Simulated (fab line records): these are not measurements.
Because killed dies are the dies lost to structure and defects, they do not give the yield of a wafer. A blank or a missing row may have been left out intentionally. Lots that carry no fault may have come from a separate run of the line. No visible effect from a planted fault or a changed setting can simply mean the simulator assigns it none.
Chamber matching | flow gf180mcu | cmp-02 running GF_V2_CMP_26: 4 sister chambers
The step polishes, stops on SiO2, t overpolish 15 s, target thk 0 nm. 4 wafers are shown with their chamber, then 7 later ones without.

## WAFERS, EACH WITH ITS CHAMBER
wafer  | chamber | timeToEndpointS (s)
L516.2 | 1       | 78
L518.5 | 3       | 87
L526.1 | 0       | 89
L526.3 | 2       | 83

## WAFERS WITHOUT THEIR CHAMBER
wafer  | timeToEndpointS (s)
L526.6 | 81
L533.1 | 78
L533.3 | 86
L533.5 | 82
L535.2 | 89
L535.4 | 88
L535.5 | 85

## THE CHAMBER EACH PASSED THROUGH
wafer  | from the rows above          | in truth
L526.6 | can't be placed: 2 or 1      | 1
L533.1 | 1                            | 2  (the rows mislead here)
L533.3 | can't be placed: 3 or 0 or 2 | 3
L533.5 | 2                            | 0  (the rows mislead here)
L535.2 | can't be placed: 0 or 3      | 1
L535.4 | can't be placed: 0 or 3      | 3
L535.5 | can't be placed: 2 or 3 or 0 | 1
Correct placement for 0 of the 7. Unplaceable from these rows: 5, with the true chamber sitting among the candidates in 3. 2 placed wrongly.
How it was worked out, from the rows above alone: a wafer's distance from a chamber is the root of the sum, over the readings, of the square of ((its reading less the chamber's mean) divided by the reading's scatter). If the next closest chamber is less than 2 further off than the closest, the wafer can't be placed; otherwise it belongs to the closest. Each chamber's mean is taken over the wafers shown for it. The scatter: with one shown wafer a chamber, the root of the mean of the squares of how far each hidden wafer lies from its nearest shown one.
